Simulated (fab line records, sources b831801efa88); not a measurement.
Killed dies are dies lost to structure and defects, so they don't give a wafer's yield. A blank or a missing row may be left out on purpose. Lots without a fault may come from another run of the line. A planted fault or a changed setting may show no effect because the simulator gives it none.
fab line records | flow sky130
record lots=11 wafers=33 last_day=50
route steps=708 shown LDD_LDN@303 METAL4@634 VIA4@652 PASSIVATION@693 PAD_OPEN@708
lots that met no fault: from a run of the same line without faults
start_h: hours from the record's first day to the start of the lot's first wafer shown | wait_h: hours since the lot's step before | " the same as in the row above | L1.1+2: a row that stands for several wafers | - no value, or no start given | * or withheld: withheld | < > ~ a bound
route shown NAME@n: a module of which the file shows steps, and the number in the route of the first | usual: mean/standard deviation of fault-free wafers | same: alike in all rows | chamber/n: place in a boat | sites: the reading at each site | _std_site: their standard deviation | _edge_site: outer sites' mean less inner sites' | radius_mm: how far each site lies from the wafer's centre | mask NAME#n: copy n | behind: the tool/chamber that last shaped the wafer | hold: why the lot was held/for how many hours/how that ended | device: the transistor (n, p or np) that didn't switch | end of line: the same wafers' tests at the end of the route | a step without rows: its recipe alone | killed: dies lost to structure and defects at the first sort, not the wafer's yield | map: a wafer's dies, x killed, . not, _ none there
set.NAME: the setting as run; set.NAME@STEP: as run at that earlier step | model.NAME: the simulator's own value behind a step, which no gauge read
steps of the route over a sample of lots; a table a step, a row a wafer
services: from which hour (start_h, from the record's first day; less than 0 if before it) a tool's chamber was out of use, for how many hours, and why
## steps
# step SKY_LDD_LDN_CLEAN_14
# recipe chemistry=SC1/SC2 mix=1:4:20 temp_c=70 time_s=150 dry=n2_spin
# usual bath_heat_duty_pct=13.4/1.3
# columns lot.wafer tool chamber start_h wait_h bath_heat_duty_pct
L310.1 wet_bench-03 3 540.03 0.1 13.3
L310.2 " 3 " " 13.8
L310.3 " 3 " " 15.4
L314.2 wet_bench-03 2 582.33 0.0 11.2
L314.5 " 2 " " 11.3
L314.6 " 2 " " 13.4
L315.2 wet_bench-01 0 589.78 0.0 10.8
L315.4 " 0 " " 11.1
L315.6 " 0 " " 11.6
L318.1 wet_bench-01 0 609.85 0.1 11.1
L318.2 " 0 " " 11.3
L318.3 " 0 " " 11.2
L319.4 wet_bench-01 1 620.83 0.0 13.2
L319.5 " 1 " " 13.4
L319.6 " 1 " " 13.7
L320.1 wet_bench-01 2 626.03 0.1 12.9
L320.2 " 2 " " 14.3
L320.5 " 2 " " 13.5
L321.3 wet_bench-01 3 638.10 0.0 12.3
L321.5 " 3 " " 13.5
L321.6 " 3 " " 13.4
L324.1 wet_bench-04 3 652.80 0.1 15.0
L324.5 " 3 " " 15.7
L324.6 " 3 " " 15.0
L325.1 wet_bench-01 0 666.81 0.1 11.5
L325.5 " 0 " " 11.8
L325.6 " 0 " " 10.4
L329.1 wet_bench-01 3 703.75 0.1 14.0
L329.3 " 3 " " 12.9
L329.6 " 3 " " 12.7
L331.2 wet_bench-01 2 713.63 0.0 14.9
L331.3 " 2 " " 12.9
L331.4 " 2 " " 12.6
# step SKY_METAL4_METAL_ETCH_18
# recipe target_depth_a=8450 stop_on=SiO2 over_etch_frac=0.3 time_s=183.1 chemistry=Cl2/BCl3 resist_sidewall_deg=88 pressure_mtorr=10 icp_w=900 bias_w=48.5 Cl2_flow_sccm=60 bcl3_flow_sccm=30
# usual drypump_motor_current_A=5.8/0.42 he_backside_leak_sccm=3.44/0.23 oes_product_au=0.865/0.0064 throttle_valve_pct=22.265/0.0093
# columns lot.wafer tool chamber start_h wait_h drypump_motor_current_A he_backside_leak_sccm oes_product_au rf_hours_counter_h throttle_valve_pct
L310.1 rie_metal-01 1 988.40 0.0 5.4 3.09 0.872 5 22.278
L310.2 " 0 " " 6.5 3.55 0.864 17 22.270
L310.3 " 0 " " 6.6 3.58 0.858 - 22.264
L314.2 rie_metal-04 0 1025.97 0.0 5.8 3.73 0.856 2 22.272
L314.5 " 0 " " 5.8 3.64 0.860 - 22.251
L314.6 " 1 " " 5.5 3.48 0.878 - 22.255
L315.2 rie_metal-04 0 1031.15 0.0 5.9 3.44 0.868 3 22.275
L315.4 " 1 " " 5.5 3.14 0.861 - 22.272
L315.6 " 0 " " 5.9 3.54 0.870 - 22.277
L318.1 rie_metal-03 0 1045.51 0.0 5.4 3.41 0.866 7 22.265
L318.2 " 1 " " 6.3 3.55 0.860 22 22.280
L318.3 " 0 " " 5.4 3.51 0.862 - 22.259
L319.4 rie_metal-03 1 1054.16 0.1 6.3 3.57 0.866 - 22.259
L319.5 " 1 " " 6.3 3.62 0.869 - 22.269
L319.6 " 0 " " 5.4 3.33 0.868 - 22.264
L320.1 rie_metal-01 0 1057.92 0.0 6.5 3.59 0.871 20 22.271
L320.2 " 1 " " 5.4 3.05 0.866 7 22.261
L320.5 " 1 " " 5.4 2.97 0.874 - 22.248
L321.3 rie_metal-01 1 1064.20 0.1 5.4 3.10 0.859 - 22.262
L321.5 " 1 " " 5.4 3.20 0.861 - 22.233
L321.6 " 0 " " 6.5 3.67 0.857 - 22.267
L324.1 rie_metal-01 1 1074.97 0.0 5.5 2.95 0.882 9 22.248
L324.5 " 1 " " 5.4 3.00 0.870 - 22.250
L324.6 " 0 " " 6.6 3.38 0.882 - 22.262
L325.1 rie_metal-04 1 1088.51 0.0 5.5 3.14 0.861 11 22.258
L325.5 " 1 " " 5.5 3.08 0.859 - 22.259
L325.6 " 1 " " 5.5 3.41 0.865 - 22.253
L329.1 rie_metal-03 1 1118.46 0.0 6.3 3.51 0.860 28 22.276
L329.3 " 1 " " 6.3 3.47 0.854 - 22.262
L329.6 " 0 " " 5.4 3.58 0.864 - 22.265
L331.2 rie_metal-03 1 1124.02 0.0 6.3 3.64 0.862 28 22.255
L331.3 " 1 " " 6.3 3.54 0.863 - 22.271
L331.4 " 0 " " 5.4 3.53 0.854 - 22.263
# step SKY_VIA4_STRIP_13
# recipe chemistry=O2/N2 power_w=1400 pressure_mtorr=1500 platen_temp_c=withheld o2_flow_sccm=3000 n2_flow_sccm=300 overash_fraction=0.5
# usual drypump_motor_current_A=6.0/0.48 n2_flow_sccm=300.0/0.83 o2_flow_sccm=2998/9.2 oes_product_au=0.710/0.0043 strip_time_to_endpoint_s=12.82/0.037
# same overash_fraction=0.5
# columns lot.wafer tool chamber start_h wait_h drypump_motor_current_A n2_flow_sccm o2_flow_sccm oes_product_au rf_hours_counter_h strip_time_to_endpoint_s
L310.1 plasma_asher-03 1 1013.05 - 6.1 299.0 2994 0.709 51 12.78
L310.2 " 0 " " 6.5 300.4 2984 0.706 51 12.82
L310.3 " 1 " " 6.0 299.6 2993 0.708 - 12.86
L314.2 plasma_asher-03 1 1048.65 - 6.0 300.0 3011 0.708 55 12.81
L314.5 " 1 " " 6.0 299.1 3005 0.716 - 12.83
L314.6 " 0 " " 6.6 300.7 2998 0.709 - 12.85
L315.2 plasma_asher-04 1 1055.20 - 6.5 299.9 3000 0.705 28 12.82
L315.4 " 0 " " 5.1 300.4 2984 0.711 - 12.78
L315.6 " 0 " " 5.1 299.2 3007 0.711 - 12.79
L318.1 plasma_asher-03 0 1069.05 - 6.6 300.8 2992 0.714 57 12.77
L318.2 " 1 " " 6.0 300.1 2985 0.713 57 12.80
L318.3 " 0 " " 6.6 299.7 2993 0.702 - 12.80
L319.4 plasma_asher-02 0 1077.09 - 5.9 299.4 3011 0.715 - 12.85
L319.5 " 1 " " 5.9 299.6 2996 0.713 - 12.82
L319.6 " 0 " " 5.9 299.7 3001 0.702 - 12.83
L320.1 plasma_asher-03 0 1080.32 - 6.6 301.1 2999 0.714 58 12.77
L320.2 " 1 " " 6.1 299.5 3016 0.712 58 12.80
L320.5 " 0 " " 6.6 300.2 3002 0.710 - 12.80
L321.3 plasma_asher-04 1 1085.90 - 6.5 300.1 3013 0.721 - 12.88
L321.5 " 1 " " 6.4 299.7 3013 0.708 - 12.85
L321.6 " 0 " " 5.2 299.5 3004 0.706 - 12.83
L324.1 plasma_asher-04 1 1096.75 - 6.4 299.2 2986 0.712 32 12.78
L324.5 " 1 " " 6.4 299.2 2996 0.713 - 12.82
L324.6 " 0 " " 5.1 298.9 2988 0.710 - 12.81
L325.1 plasma_asher-02 1 1110.40 - 5.9 299.5 3003 0.705 102 12.84
L325.5 " 0 " " 5.9 299.1 2997 0.709 - 12.78
L325.6 " 1 " " 5.9 300.4 3000 0.711 - 12.82
L329.1 plasma_asher-03 0 1138.40 - 6.6 300.5 3002 0.709 63 12.78
L329.3 " 1 " " 6.0 299.9 2994 0.712 - 12.81
L329.6 " 1 " " 6.1 299.5 3003 0.704 - 12.82
L331.2 plasma_asher-02 1 1143.62 - 5.9 300.8 2986 0.707 105 12.85
L331.3 " 1 " " 5.9 300.7 2992 0.709 - 12.84
L331.4 " 0 " " 5.9 301.4 3000 0.708 - 12.81
# step SKY_PASSIVATION_STRIP_12
# recipe chemistry=O2/N2 power_w=1400 pressure_mtorr=1500 platen_temp_c=withheld overash_fraction=0.7 o2_flow_sccm=3000 n2_flow_sccm=300
# usual drypump_motor_current_A=6.0/0.56 n2_flow_sccm=299.9/0.9 o2_flow_sccm=3000/8.6 oes_product_au=0.661/0.0046 strip_time_to_endpoint_s=31.41/0.12
# same overash_fraction=0.7
# columns lot.wafer tool chamber start_h wait_h drypump_motor_current_A n2_flow_sccm o2_flow_sccm oes_product_au rf_hours_counter_h strip_time_to_endpoint_s
L310.1 plasma_asher-03 1 1059.91 0.1 6.0 299.6 3003 0.665 56 31.40
L310.2 " 0 " " 6.6 300.9 3007 0.659 56 31.49
L310.3 " 0 " " 6.6 300.3 3010 0.662 - 31.38
L314.2 plasma_asher-03 0 1093.77 0.1 6.5 301.2 2996 0.660 59 31.38
L314.5 " 0 " " 6.6 301.0 3006 0.655 - 31.34
L314.6 " 1 " " 6.0 300.5 3009 0.656 - 31.26
L315.2 plasma_asher-01 0 1099.95 0.1 5.5 298.4 2998 0.659 3 31.11
L315.4 " 1 " " 5.2 299.7 2986 0.668 - 31.46
L315.6 " 0 " " 5.5 299.3 3004 0.655 - 31.49
L318.1 plasma_asher-01 1 1112.70 0.1 5.2 299.7 2997 0.665 5 31.37
L318.2 " 0 " " 5.5 301.5 2999 0.673 5 31.45
L318.3 " 1 " " 5.2 300.2 2996 0.666 - 31.27
L319.4 plasma_asher-04 1 1120.24 0.0 6.5 300.1 2998 0.658 - 31.41
L319.5 " 0 " " 5.2 299.0 2997 0.659 - 31.32
L319.6 " 1 " " 6.4 300.0 3013 0.660 - 31.35
L320.1 plasma_asher-03 1 1124.41 0.1 6.0 299.8 3004 0.660 62 31.41
L320.2 " 0 " " 6.6 299.4 3001 0.658 62 31.35
L320.5 " 0 " " 6.6 299.6 3009 0.657 - 31.42
L321.3 plasma_asher-04 0 1128.49 0.1 5.2 299.7 3010 0.667 - 31.41
L321.5 " 1 " " 6.4 299.4 3001 0.665 - 31.49
L321.6 " 0 " " 5.2 300.4 3009 0.660 - 31.36
L324.1 plasma_asher-04 1 1139.02 0.1 6.5 299.2 2981 0.667 36 31.37
L324.5 " 1 " " 6.5 299.2 2989 0.658 - 31.58
L324.6 " 0 " " 5.2 297.4 3007 0.657 - 31.50
L325.1 plasma_asher-03 1 1151.90 0.1 6.0 301.0 2999 0.666 65 31.49
L325.5 " 1 " " 6.0 299.4 2997 0.664 - 31.23
L325.6 " 0 " " 6.6 300.9 2994 0.663 - 31.30
L329.1 plasma_asher-04 1 1176.82 0.1 6.4 300.1 2994 0.660 38 31.47
L329.3 " 1 " " 6.4 300.5 2990 0.665 - 31.34
L329.6 " 0 " " 5.2 300.3 2987 0.664 - 31.55
L331.2 plasma_asher-04 0 1181.17 0.1 5.2 302.2 3001 0.658 38 31.20
L331.3 " 0 " " 5.1 299.8 2987 0.662 - 31.48
L331.4 " 1 " " 6.5 298.5 3004 0.653 - 31.18
# step SKY_PAD_OPEN_PROBE_99
# usual killed_at_M0_to_M3=43/6.8 killed_at_M4_up=3.1/1.6 killed_at_contacts=24/5.4 killed_at_front_end=16/4.4 killed_at_other=0.2/0.48 killed_dies=87/8.8 killed_open=48/6.4 killed_short=39/6.2
# same gross_dies=492 killed_at_back_side=0
# columns lot.wafer tool chamber start_h wait_h hold killed_at_M0_to_M3 killed_at_M4_up killed_at_contacts killed_at_front_end killed_at_other killed_dies killed_open killed_short
L310.1 prober-02 - 1084.24 0.1 - 43 1 21 18 0 83 54 29
L310.2 prober-02 - 1084.29 0.1 - 46 5 31 8 0 90 50 40
L310.3 prober-02 - 1084.34 0.2 - 36 1 23 20 1 81 45 36
L314.2 prober-01 - 1116.46 0.1 - 41 0 25 17 0 83 46 37
L314.5 prober-01 - 1116.61 0.2 - 42 2 26 19 1 90 57 33
L314.6 prober-01 - 1116.66 0.2 - 66 3 19 21 0 109 65 44
L315.2 prober-01 - 1122.86 0.1 - 56 1 19 20 0 96 55 41
L315.4 prober-01 - 1122.96 0.2 - 35 3 19 16 0 73 42 31
L315.6 prober-01 - 1123.06 0.2 - 46 2 11 18 1 78 36 42
L318.1 prober-02 - 1134.87 0.1 - 44 2 23 17 0 86 54 32
L318.2 prober-02 - 1134.92 0.1 - 40 6 30 15 0 91 50 41
L318.3 prober-02 - 1134.97 0.2 - 62 5 17 10 0 94 59 35
L319.4 prober-01 - 1141.73 0.2 - 44 1 25 13 0 83 50 33
L319.5 prober-01 - 1141.78 0.2 - 59 4 32 22 0 117 61 56
L319.6 prober-01 - 1141.83 0.2 - 51 3 24 28 0 106 61 45
L320.1 prober-02 - 1145.57 0.1 - 47 2 25 19 0 93 49 44
L320.2 prober-02 - 1145.62 0.1 - 49 4 31 16 1 101 58 43
L320.5 prober-02 - 1145.77 0.2 - 45 4 24 12 0 85 40 45
L321.3 prober-01 - 1149.15 0.2 - 37 0 24 25 0 86 47 39
L321.5 prober-01 - 1149.25 0.2 - 44 3 28 16 0 91 58 33
L321.6 prober-01 - 1149.30 0.2 - 38 3 24 11 0 76 43 33
L324.1 prober-02 - 1159.23 0.1 - 41 4 26 18 0 89 41 48
L324.5 prober-02 - 1159.43 0.2 - 40 6 27 19 0 92 42 50
L324.6 prober-02 - 1159.48 0.2 - 51 3 17 17 0 88 46 42
L325.1 prober-01 - 1172.28 0.1 - 39 2 21 15 1 78 44 34
L325.5 prober-01 - 1172.48 0.2 - 50 3 24 9 0 86 54 32
L325.6 prober-01 - 1172.53 0.2 - 51 3 14 12 0 80 48 32
L329.1 prober-02 - 1195.25 0.1 await_dispo/3.0h/release 42 4 21 45 0 112 43 39
L329.3 prober-02 - 1195.35 0.2 await_dispo/3.0h/release 33 1 22 48 0 104 44 34
L329.6 prober-02 - 1195.50 0.2 await_dispo/3.0h/release 41 3 19 37 0 100 34 40
L331.2 prober-01 - 1199.03 0.1 await_dispo/2.6h/release 37 2 33 58 0 130 45 39
L331.3 prober-01 - 1199.08 0.2 await_dispo/2.6h/release 35 2 25 46 1 109 36 33
L331.4 prober-01 - 1199.13 0.2 await_dispo/2.6h/release 36 4 35 64 0 139 50 44
# killed by level:class
L310.1 VIA1:geometric_particle:open=15 LI_CONTACT:geometric_particle:open=9 VIA2:geometric_particle:open=7 FIELD_ISO:geometric_particle:open=4 METAL2:geometric_particle:short=4 CONTACT:geometric_particle:open=4 VIA1:geometric_particle:short=4 VIA3:geometric_particle:short=4
L310.2 VIA1:geometric_particle:open=14 CONTACT:geometric_particle:open=12 LI_CONTACT:geometric_particle:open=10 VIA1:geometric_particle:short=6 VIA2:geometric_particle:open=6 METAL3:geometric_particle:short=5 LOCAL_INTERCONNECT:geometric_particle:short=4 METAL2:geometric_particle:short=4
L310.3 LI_CONTACT:geometric_particle:open=9 CONTACT:geometric_particle:open=9 VIA1:geometric_particle:open=7 VIA1:geometric_particle:short=7 METAL1:geometric_particle:short=6 FIELD_ISO:geometric_particle:short=4 POLY_GATE:geometric_particle:open=4 POLY_GATE:geometric_particle:short=4
L314.2 LI_CONTACT:geometric_particle:open=12 FIELD_ISO:geometric_particle:short=8 VIA1:geometric_particle:open=8 VIA2:geometric_particle:open=7 CONTACT:geometric_particle:open=6 METAL1:geometric_particle:short=6 VIA3:geometric_particle:open=5 LOCAL_INTERCONNECT:geometric_particle:short=4
L314.5 CONTACT:geometric_particle:open=13 VIA1:geometric_particle:open=12 FIELD_ISO:geometric_particle:open=6 METAL1:geometric_particle:short=6 FIELD_ISO:geometric_particle:short=5 POLY_GATE:geometric_particle:open=5 VIA3:geometric_particle:open=5 METAL3:geometric_particle:short=4
L314.6 VIA1:geometric_particle:open=21 CONTACT:geometric_particle:open=8 METAL1:geometric_particle:short=8 LI_CONTACT:geometric_particle:open=7 VIA1:geometric_particle:short=7 VIA2:geometric_particle:open=7 POLY_GATE:geometric_particle:open=6 METAL3:geometric_particle:short=6
L315.2 VIA1:geometric_particle:open=17 VIA2:geometric_particle:open=10 CONTACT:geometric_particle:short=7 VIA2:geometric_particle:short=6 FIELD_ISO:geometric_particle:open=5 POLY_GATE:geometric_particle:open=5 CONTACT:geometric_particle:open=5 METAL1:geometric_particle:short=5
L315.4 CONTACT:geometric_particle:open=9 VIA1:geometric_particle:open=7 POLY_GATE:geometric_particle:short=6 VIA3:geometric_particle:open=6 LI_CONTACT:geometric_particle:open=5 VIA2:geometric_particle:open=5 VIA2:geometric_particle:short=5 FIELD_ISO:geometric_particle:short=4
L315.6 VIA2:geometric_particle:open=9 VIA1:geometric_particle:open=7 METAL2:geometric_particle:short=6 METAL1:geometric_particle:short=6 FIELD_ISO:geometric_particle:short=5 POLY_GATE:geometric_particle:open=5 VIA3:geometric_particle:short=5 FIELD_ISO:geometric_particle:open=4
L318.1 VIA1:geometric_particle:open=9 LI_CONTACT:geometric_particle:open=9 VIA3:geometric_particle:open=9 CONTACT:geometric_particle:open=5 METAL1:geometric_particle:open=5 FIELD_ISO:geometric_particle:open=4 FIELD_ISO:geometric_particle:short=4 VIA2:geometric_particle:open=4
L318.2 CONTACT:geometric_particle:open=13 VIA1:geometric_particle:open=9 METAL1:geometric_particle:short=8 CONTACT:geometric_particle:short=7 LI_CONTACT:geometric_particle:open=5 METAL2:geometric_particle:short=5 VIA2:geometric_particle:open=5 METAL4:geometric_particle:short=5
L318.3 VIA1:geometric_particle:open=22 CONTACT:geometric_particle:open=9 VIA3:geometric_particle:open=9 METAL2:geometric_particle:short=8 METAL1:geometric_particle:short=5 VIA1:geometric_particle:short=5 VIA3:geometric_particle:short=5 LI_CONTACT:geometric_particle:open=4
L319.4 CONTACT:geometric_particle:open=10 VIA2:geometric_particle:open=9 VIA1:geometric_particle:open=9 METAL1:geometric_particle:short=6 VIA3:geometric_particle:open=6 LI_CONTACT:geometric_particle:open=5 LOCAL_INTERCONNECT:geometric_particle:short=5 FIELD_ISO:geometric_particle:short=4
L319.5 LI_CONTACT:geometric_particle:open=13 METAL1:geometric_particle:short=12 VIA1:geometric_particle:open=11 CONTACT:geometric_particle:open=9 VIA2:geometric_particle:open=9 VIA1:geometric_particle:short=8 POLY_GATE:geometric_particle:open=8 POLY_GATE:geometric_particle:short=7
L319.6 VIA1:geometric_particle:open=10 CONTACT:geometric_particle:open=7 VIA2:geometric_particle:open=7 VIA3:geometric_particle:open=7 FIELD_ISO:geometric_particle:open=6 POLY_GATE:geometric_particle:short=6 LOCAL_INTERCONNECT:geometric_particle:short=6 LI_CONTACT:geometric_particle:open=5
L320.1 VIA1:geometric_particle:open=10 VIA1:geometric_particle:short=9 CONTACT:geometric_particle:open=8 FIELD_ISO:geometric_particle:short=7 LI_CONTACT:geometric_particle:open=7 VIA2:geometric_particle:open=7 VIA3:geometric_particle:open=7 LOCAL_INTERCONNECT:geometric_particle:short=5
L320.2 LI_CONTACT:geometric_particle:open=12 VIA1:geometric_particle:open=12 VIA3:geometric_particle:open=8 CONTACT:geometric_particle:open=7 VIA2:geometric_particle:open=7 LOCAL_INTERCONNECT:geometric_particle:short=6 CONTACT:geometric_particle:short=6 METAL1:geometric_particle:short=5
L320.5 CONTACT:geometric_particle:open=10 VIA1:geometric_particle:open=10 METAL1:geometric_particle:short=9 LI_CONTACT:geometric_particle:open=7 VIA1:geometric_particle:short=6 METAL2:geometric_particle:short=5 VIA2:geometric_particle:open=5 FIELD_ISO:geometric_particle:short=4
L321.3 VIA1:geometric_particle:open=7 VIA2:geometric_particle:open=7 VIA3:geometric_particle:open=7 CONTACT:geometric_particle:short=6 FIELD_ISO:geometric_particle:short=5 POLY_GATE:geometric_particle:short=5 LI_CONTACT:geometric_particle:open=5 CONTACT:geometric_particle:open=5
L321.5 CONTACT:geometric_particle:open=13 VIA1:geometric_particle:open=11 VIA2:geometric_particle:open=11 METAL2:geometric_particle:short=7 LI_CONTACT:geometric_particle:open=7 FIELD_ISO:geometric_particle:open=6 METAL1:geometric_particle:short=5 POLY_GATE:geometric_particle:short=4
L321.6 LI_CONTACT:geometric_particle:open=7 CONTACT:geometric_particle:open=7 VIA1:geometric_particle:open=7 CONTACT:geometric_particle:short=6 METAL2:geometric_particle:short=6 VIA3:geometric_particle:open=6 VIA2:geometric_particle:short=5 VIA2:geometric_particle:open=5
L324.1 CONTACT:geometric_particle:open=10 FIELD_ISO:geometric_particle:short=8 METAL1:geometric_particle:short=6 VIA1:geometric_particle:short=6 VIA3:geometric_particle:open=6 VIA1:geometric_particle:open=5 METAL2:geometric_particle:short=5 VIA2:geometric_particle:open=5
L324.5 CONTACT:geometric_particle:short=10 CONTACT:geometric_particle:open=9 METAL1:geometric_particle:short=9 VIA1:geometric_particle:open=8 POLY_GATE:geometric_particle:open=6 POLY_GATE:geometric_particle:short=6 LI_CONTACT:geometric_particle:open=5 VIA1:geometric_particle:short=5
L324.6 VIA1:geometric_particle:open=16 VIA3:geometric_particle:open=9 LOCAL_INTERCONNECT:geometric_particle:short=5 VIA3:geometric_particle:short=5 VIA2:geometric_particle:open=5 POLY_GATE:geometric_particle:open=4 POLY_GATE:geometric_particle:short=4 CONTACT:geometric_particle:short=4
L325.1 CONTACT:geometric_particle:open=10 VIA1:geometric_particle:open=7 LI_CONTACT:geometric_particle:open=6 METAL1:geometric_particle:short=6 VIA3:geometric_particle:open=6 VIA2:geometric_particle:open=5 POLY_GATE:geometric_particle:open=4 VIA1:geometric_particle:short=4
L325.5 VIA1:geometric_particle:open=14 VIA3:geometric_particle:open=12 LI_CONTACT:geometric_particle:open=10 CONTACT:geometric_particle:open=5 METAL1:geometric_particle:short=5 VIA1:geometric_particle:short=5 FIELD_ISO:geometric_particle:open=4 LOCAL_INTERCONNECT:geometric_particle:short=4
L325.6 VIA1:geometric_particle:open=11 VIA2:geometric_particle:open=10 LI_CONTACT:geometric_particle:open=6 VIA3:geometric_particle:short=6 CONTACT:geometric_particle:open=6 FIELD_ISO:geometric_particle:open=5 METAL1:geometric_particle:short=4 METAL2:geometric_particle:short=4
L329.1 LDD_LDN:unspecified=30 VIA1:geometric_particle:open=11 CONTACT:geometric_particle:open=7 CONTACT:geometric_particle:short=6 VIA1:geometric_particle:short=6 VIA3:geometric_particle:open=6 LI_CONTACT:geometric_particle:open=5 METAL2:geometric_particle:short=5
L329.3 LDD_LDN:unspecified=26 VIA1:geometric_particle:open=10 LI_CONTACT:geometric_particle:open=8 FIELD_ISO:geometric_particle:open=6 FIELD_ISO:geometric_particle:short=6 CONTACT:geometric_particle:short=6 METAL1:geometric_particle:short=6 POLY_GATE:geometric_particle:open=5
L329.6 LDD_LDN:unspecified=26 VIA1:geometric_particle:open=17 METAL2:geometric_particle:short=8 VIA1:geometric_particle:short=5 LOCAL_INTERCONNECT:geometric_particle:short=5 VIA3:geometric_particle:open=5 CONTACT:geometric_particle:open=4 CONTACT:geometric_particle:short=4
L331.2 LDD_LDN:unspecified=46 CONTACT:geometric_particle:open=16 LI_CONTACT:geometric_particle:open=6 CONTACT:geometric_particle:short=6 METAL1:geometric_particle:short=6 VIA2:geometric_particle:open=6 METAL3:geometric_particle:short=5 VIA3:geometric_particle:open=5
L331.3 LDD_LDN:unspecified=40 VIA2:geometric_particle:open=8 LI_CONTACT:geometric_particle:open=8 CONTACT:geometric_particle:short=7 VIA3:geometric_particle:open=6 CONTACT:geometric_particle:open=5 METAL2:geometric_particle:short=5 VIA1:geometric_particle:open=4
L331.4 LDD_LDN:unspecified=45 LI_CONTACT:geometric_particle:open=15 CONTACT:geometric_particle:short=11 VIA1:geometric_particle:open=8 VIA2:geometric_particle:open=6 FIELD_ISO:geometric_particle:short=4 POLY_GATE:geometric_particle:short=4 METAL4:geometric_particle:short=4
## services
# columns tool chamber start_h hours kind
plasma_asher-03 - 524.20 1.9 repair
plasma_asher-04 - 563.14 1.4 repair
plasma_asher-04 - 613.84 0.6 repair
rie_metal-01 0 641.10 6.9 repair
plasma_asher-03 - 657.68 74.9 pm
rie_metal-01 1 719.49 23.5 repair
rie_metal-03 - 731.74 2.8 pm
plasma_asher-04 - 733.75 9.0 pm
plasma_asher-04 - 758.64 0.5 repair
plasma_asher-03 - 763.03 1.3 repair
rie_metal-01 - 811.77 2.8 pm
plasma_asher-04 - 817.74 1.2 repair
rie_metal-03 - 825.80 2.1 repair
plasma_asher-04 - 861.71 22.3 repair
plasma_asher-04 - 926.84 6.6 repair
plasma_asher-04 - 958.24 2.8 pm
rie_metal-01 - 992.00 36.1 repair
rie_metal-01 - 1028.12 1.4 pm
rie_metal-03 - 1069.04 4.0 pm
plasma_asher-04 - 1091.12 0.5 repair
plasma_asher-03 - 1101.20 2.8 pm
rie_metal-01 1 1118.25 6.8 repair
plasma_asher-03 - 1118.33 4.1 repair
plasma_asher-04 - 1139.22 19.2 repair
## key
first_sign step=SKY_PAD_OPEN_PROBE_99 reading=killed_at_front_end direction=up sigmas=7.6 usual=16 struck=50
effect step=SKY_PAD_OPEN_PROBE_99 reading=killed_dies direction=up sigmas=3.3 usual=87 struck=116
met_at SKY_LDD_LDN_CLEAN_14
struck_lots L329,L331
tester_left_out L329,L331
not_acting_at SKY_METAL4_METAL_ETCH_18,SKY_VIA4_STRIP_13,SKY_PASSIVATION_STRIP_12
onset_between 666.81 703.75
also_fits time
fault kind=chamber_particle_source tool=wet_bench-01 chamber=- onset_h=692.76 steps=SKY_LDD_LDN_CLEAN_14 rate_per_visit_cm2=0.47818 end_h=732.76
# tester_left_out: of these lots the tester's yield and bins aren't shown, on N5 and GAA mostly nor the transistor test; their killed dies are dies lost to structure and defects alone, not to doping, threshold or leakage, so they don't give the yield
